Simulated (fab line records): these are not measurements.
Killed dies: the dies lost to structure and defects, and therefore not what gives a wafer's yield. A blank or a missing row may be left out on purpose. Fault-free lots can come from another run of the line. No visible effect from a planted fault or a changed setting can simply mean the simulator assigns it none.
Which tool did it? | flow sky130 | 24 lots with 72 wafers sampled at 3 steps, on a route of 708 steps

## WHAT THE GAUGES READ, wafer by wafer
SKY_NWELL_OVL_MEAS_10. Usual: for NWELL_00_OVL the level is -0.7 nm and the standard deviation is 1.1.
lot  | measured     | on         | NWELL_00_OVL (nm) | flag
L074 | day 4 13:43  | overlay-01 | -0.2 -0.8 1.2     |
L075 | day 4 19:35  | overlay-02 | 0.5 0.6 0.2       |
L076 | day 5 02:49  | overlay-01 | -0.6 -0.6 -0.8    |
L077 | day 5 08:29  | overlay-01 | -1.9 -1.7 -1.7    |
L078 | day 5 15:34  | overlay-01 | 0.8 0.6 -0.6      |
L079 | day 5 23:14  | overlay-02 | 0.1 -1.8 -2.1     |
L080 | day 6 01:55  | overlay-02 | -1.8 -2.2 -1.5    |
L081 | day 6 08:43  | overlay-02 | -2.6 -2.4 -1.9    |
L082 | day 6 14:16  | overlay-02 | -0.5 -0.7 0.7     |
L083 | day 6 17:28  | overlay-01 | -1.3 -2.0 -2.7    |
L084 | day 6 22:16  | overlay-02 | -0.2 -1.3 -2.8    |
L085 | day 7 06:22  | overlay-02 | -0.6 -0.8 -0.6    |
L086 | day 7 13:52  | overlay-01 | -2.7 -0.3 -1.2    |
L087 | day 7 17:52  | overlay-02 | -0.4 -1.6 -0.8    |
L088 | day 7 23:28  | overlay-02 | -1.6 -2.0 -2.5    |
L089 | day 8 03:19  | overlay-02 | -0.5 -0.6 -1.3    |
L090 | day 8 10:41  | overlay-01 | 0.5 0.0 0.1       |
L091 | day 8 20:28  | overlay-01 | -0.3 0.1 0.5      |
L092 | day 9 00:10  | overlay-01 | -1.3 -1.7 -0.2    |
L093 | day 9 02:58  | overlay-02 | 0.2 -0.8 -0.5     |
L094 | day 9 10:25  | overlay-02 | -0.4 1.2 1.9      |
L095 | day 9 15:25  | overlay-02 | -0.7 1.2 -0.6     |
L096 | day 9 19:26  | overlay-02 | -3.7 0.2 -2.1     |
L097 | day 10 02:59 | overlay-02 | 0.0 0.7 0.1       |

SKY_SD_N_OVL_MEAS_08. Usual: for SD_N_OVL the level is 0.2 nm and the standard deviation is 1.2.
lot  | measured     | on         | SD_N_OVL (nm)  | flag
L074 | day 27 23:38 | overlay-02 | 0.5 0.6 0.5    |
L075 | day 28 21:58 | overlay-02 | 0.7 0.3 0.5    |
L076 | day 29 02:46 | overlay-01 | 0.8 -0.2 0.3   |
L077 | day 29 05:27 | overlay-02 | 0.6 1.3 2.0    |
L078 | day 29 15:20 | overlay-01 | -1.4 -1.6 -2.4 |
L079 | day 30 02:14 | overlay-02 | 0.2 -0.8 -1.0  |
L080 | day 30 04:47 | overlay-01 | 0.0 -0.7 -1.8  |
L081 | day 30 17:02 | overlay-02 | 0.2 -0.9 0.9   |
L082 | day 31 05:08 | overlay-02 | 1.2 0.7 -0.6   |
L083 | day 31 06:19 | overlay-01 | -0.8 -0.4 -0.8 |
L084 | day 31 15:16 | overlay-02 | -0.7 -1.0 -0.6 |
L085 | day 32 01:08 | overlay-02 | 3.2 3.9 2.7    |
L086 | day 32 08:56 | overlay-02 | 0.1 1.6 0.5    |
L087 | day 32 14:08 | overlay-01 | 0.1 -1.2 0.0   |
L088 | day 32 21:37 | overlay-01 | 0.1 0.1 -0.8   |
L089 | day 33 10:02 | overlay-02 | 1.3 1.0 2.6    |
L090 | day 33 13:36 | overlay-02 | 3.9 0.9 3.4    |
L091 | day 33 20:11 | overlay-02 | 0.5 1.3 2.1    |
L092 | day 34 00:37 | overlay-01 | 0.0 1.0 1.6    |
L093 | day 34 05:20 | overlay-01 | -0.4 -0.7 -1.7 |
L094 | day 34 12:23 | overlay-02 | 0.0 0.0 0.1    |
L095 | day 34 19:04 | overlay-02 | 0.0 -1.7 -0.5  |
L096 | day 35 01:03 | overlay-01 | 0.8 -0.1 -0.6  |
L097 | day 35 09:35 | overlay-02 | 1.5 0.3 1.3    |

## TOOL THAT RAN EACH LOT (tool first, then ch and the chambers of the sampled wafers, then the start)
lot  | SKY_FIELD_ISO_ETCH_15
L074 | rie-diel-04 ch 1,2,3, day 2 03:08
L075 | rie-diel-03 ch 1,2,3, day 2 10:23
L076 | rie-diel-04 ch 0,1,3, day 2 16:04
L077 | rie-diel-02 ch 0,2,3, day 2 20:09
L078 | rie-diel-03 ch 1,2,3, day 3 04:49
L079 | rie-diel-03 ch 0,2,3, day 3 09:28
L080 | rie-diel-02 ch 0,1,2, day 3 14:20
L081 | rie-diel-02 ch 1,2, day 3 19:56
L082 | rie-diel-04 ch 0,1,2, day 4 00:14
L083 | rie-diel-02 ch 1,2,3, day 4 04:04
L084 | rie-diel-03 ch 1,2,3, day 4 08:17
L085 | rie-diel-02 ch 0,2,3, day 4 15:38
L086 | rie-diel-04 ch 0,1,2, day 4 20:05
L087 | rie-diel-02 ch 0,1,2, day 5 01:26
L088 | rie-diel-03 ch 0,1,3, day 5 05:54
L089 | rie-diel-03 ch 0,2,3, day 5 10:19
L090 | rie-diel-02 ch 0,1, day 5 17:40
L091 | rie-diel-02 ch 0,1,3, day 6 03:20
L092 | rie-diel-04 ch 0,1,3, day 6 03:27
L093 | rie-diel-02 ch 1,2,3, day 6 08:32
L094 | rie-diel-02 ch 0,2,3, day 6 13:50
L095 | rie-diel-02 ch 0,1,2, day 6 19:02
L096 | rie-diel-03 ch 0,1,2, day 6 22:53
L097 | rie-diel-04 ch 0,3, day 7 04:08
- SKY_FIELD_ISO_ETCH_15: etches the open film in CHF3/O2, stops on Si, target depth 180 nm, time 72 s.

## WHAT THE TOOLS THEMSELVES READ (means of the sampled wafers that have a number; where no wafer has one, the mark that the record gives instead)
SKY_FIELD_ISO_ETCH_15. Usual: drypump-motor-current-A 5.8 A, standard deviation 0.42; oes-product-au 0.945 a.u., standard deviation 0.007; throttle-valve-pct 8.844 %, standard deviation 0.0088.
lot  | tool        | drypump-motor-current-A (A) | oes-product-au (a.u.) | throttle-valve-pct (%) | flag
L074 | rie-diel-04 | 5.9                         | 0.948                 | 8.839                  |
L075 | rie-diel-03 | 5.8                         | 0.941                 | 8.839                  |
L076 | rie-diel-04 | 5.9                         | 0.952                 | 8.841                  |
L077 | rie-diel-02 | 5.6                         | 0.940                 | 8.846                  |
L078 | rie-diel-03 | 5.8                         | 0.946                 | 8.850                  |
L079 | rie-diel-03 | 5.7                         | 0.949                 | 8.848                  |
L080 | rie-diel-02 | 6.0                         | 0.938                 | 8.845                  |
L081 | rie-diel-02 | 6.4                         | 0.953                 | 8.845                  |
L082 | rie-diel-04 | 5.8                         | 0.939                 | 8.850                  |
L083 | rie-diel-02 | 6.1                         | 0.943                 | 8.839                  |
L084 | rie-diel-03 | 5.8                         | 0.943                 | 8.837                  |
L085 | rie-diel-02 | 5.7                         | 0.951                 | 8.846                  |
L086 | rie-diel-04 | 5.8                         | 0.948                 | 8.845                  |
L087 | rie-diel-02 | 5.9                         | 0.932                 | 8.841                  |
L088 | rie-diel-03 | 5.8                         | 0.938                 | 8.844                  |
L089 | rie-diel-03 | 5.6                         | 0.945                 | 8.843                  |
L090 | rie-diel-02 | 5.5                         | 0.951                 | 8.852                  |
L091 | rie-diel-02 | 5.6                         | 0.948                 | 8.846                  |
L092 | rie-diel-04 | 5.9                         | 0.948                 | 8.851                  |
L093 | rie-diel-02 | 6.0                         | 0.946                 | 8.842                  |
L094 | rie-diel-02 | 5.6                         | 0.955                 | 8.851                  |
L095 | rie-diel-02 | 6.0                         | 0.948                 | 8.849                  |
L096 | rie-diel-03 | 5.7                         | 0.946                 | 8.849                  |
L097 | rie-diel-04 | 6.0                         | 0.948                 | 8.837                  |

## THE ANSWER, worked out from the rows above alone
Rule: lot off if the mean of its wafers having a number is beyond 3 standard deviations from the usual mean. Also off: a lot with no number at a reading for which 4 or more lots have one. Any other lot the step has rows for is counted as sound. After the gauges, taken in route order, come the tools' own readings; for these a lot's mean is taken, as printed above. At the first step where some lot is off, the reading lying furthest off is the one used; lots without a number count as furthest.
None of the lots is off at any reading shown; this tells nothing.

## WHAT HAD BEEN PUT IN BY THE SIMULATOR
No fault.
